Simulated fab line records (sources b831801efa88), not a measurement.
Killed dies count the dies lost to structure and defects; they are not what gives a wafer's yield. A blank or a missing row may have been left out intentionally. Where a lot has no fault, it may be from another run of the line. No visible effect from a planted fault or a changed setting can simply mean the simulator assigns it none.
Which tool was responsible? | flow sky130 | 39 wafers from 13 lots sampled at 2 of the route's 708 steps

## WHAT THE GAUGES SHOWED, per wafer
SKY_CAP2M_OVL_MEAS_12. Usual: for CAP2M_OVL the level is 0.1 nm and the standard deviation is 1.5.
lot  | measured     | on         | CAP2M_OVL (nm) | flag
L201 | day 41 03:49 | overlay-01 | 1.0 1.3 2.1    |
L202 | day 41 11:34 | overlay-01 | -0.3 0.5 0.0   |
L203 | day 41 13:34 | overlay-02 | -0.7 -0.3 -0.5 |
L205 | day 42 14:34 | overlay-02 | -0.8 0.1 0.2   |
L208 | day 43 14:52 | overlay-02 | -0.7 -0.7 -0.7 |
L211 | day 44 10:37 | overlay-02 | -2.6 -0.6 -1.5 |
L213 | day 44 13:37 | overlay-01 | 2.2 2.7 2.0    |
L215 | day 45 07:10 | overlay-02 | 2.2 1.2 2.7    |
L216 | day 45 11:55 | overlay-01 | -0.4 -0.7 0.5  |
L219 | day 45 19:23 | overlay-01 | -0.3 -0.3 0.8  |
L218 | day 45 19:37 | overlay-02 | -1.6 -1.1 -2.2 |
L220 | day 46 01:13 | overlay-02 | 0.4 -0.6 -0.1  |
L223 | day 46 19:43 | overlay-02 | 0.1 -0.7 -2.3  |

SKY_VIA4_THK_MEAS_01. Usual: for VIA4_HDPCVD_THK the level is 1737 nm and the standard deviation is 20.
lot  | measured     | on            | VIA4_HDPCVD_THK (nm) | flag
L201 | day 42 04:55 | film-metro-02 | 1718 1739 1714       |
L202 | day 42 13:04 | film-metro-01 | 1734 1744 1750       |
L203 | day 42 15:21 | film-metro-03 | 1783 1766 1738       |
L205 | day 43 15:57 | film-metro-02 | 1759 1756 1739       |
L208 | day 44 16:10 | film-metro-02 | 1710 1717 1734       |
L211 | day 45 10:22 | film-metro-03 | 1756 1749 1768       |
L213 | day 45 13:26 | film-metro-02 | 1747 1741 1751       |
L215 | day 46 06:03 | film-metro-02 | 1713 1734 1718       |
L216 | day 46 10:40 | film-metro-01 | 1740 1727 1705       |
L219 | day 46 17:57 | film-metro-02 | 1717 1729 1715       |
L218 | day 46 18:13 | film-metro-01 | 1735 1756 1765       |
L220 | day 46 22:22 | film-metro-01 | 1743 1746 1752       |
L223 | day 47 17:13 | film-metro-02 | 1743 1756 1744       |

## EACH LOT AND THE TOOL THAT RAN IT (in order: tool; ch and the chambers of the sampled wafers; start)
Before these readings, the record contains no process step.

## AS READ BY THE TOOLS THEMSELVES (means over the sampled wafers that have a number; for cases with no such wafer, the mark the record gives instead)
The record holds no such reading with a usual standard deviation.

## THE ANSWER, worked out from the rows above alone
Rule: take the mean of a lot's wafers that have a number; if it is more than 3 standard deviations from the usual mean, the lot is off. A lot without any number at a reading at which 4 lots or more have one is off too. The other lots that the step has rows for count as sound. Order of review: gauges by route order, followed by the tools' own readings, for which a lot's mean as printed above is used. The first step at which some lot is off is used, and at that step the reading that is off furthest; a lot without a number counts as furthest.
None of the lots is off at any reading shown; this tells nothing.

## WHAT WAS PUT IN BY THE SIMULATOR
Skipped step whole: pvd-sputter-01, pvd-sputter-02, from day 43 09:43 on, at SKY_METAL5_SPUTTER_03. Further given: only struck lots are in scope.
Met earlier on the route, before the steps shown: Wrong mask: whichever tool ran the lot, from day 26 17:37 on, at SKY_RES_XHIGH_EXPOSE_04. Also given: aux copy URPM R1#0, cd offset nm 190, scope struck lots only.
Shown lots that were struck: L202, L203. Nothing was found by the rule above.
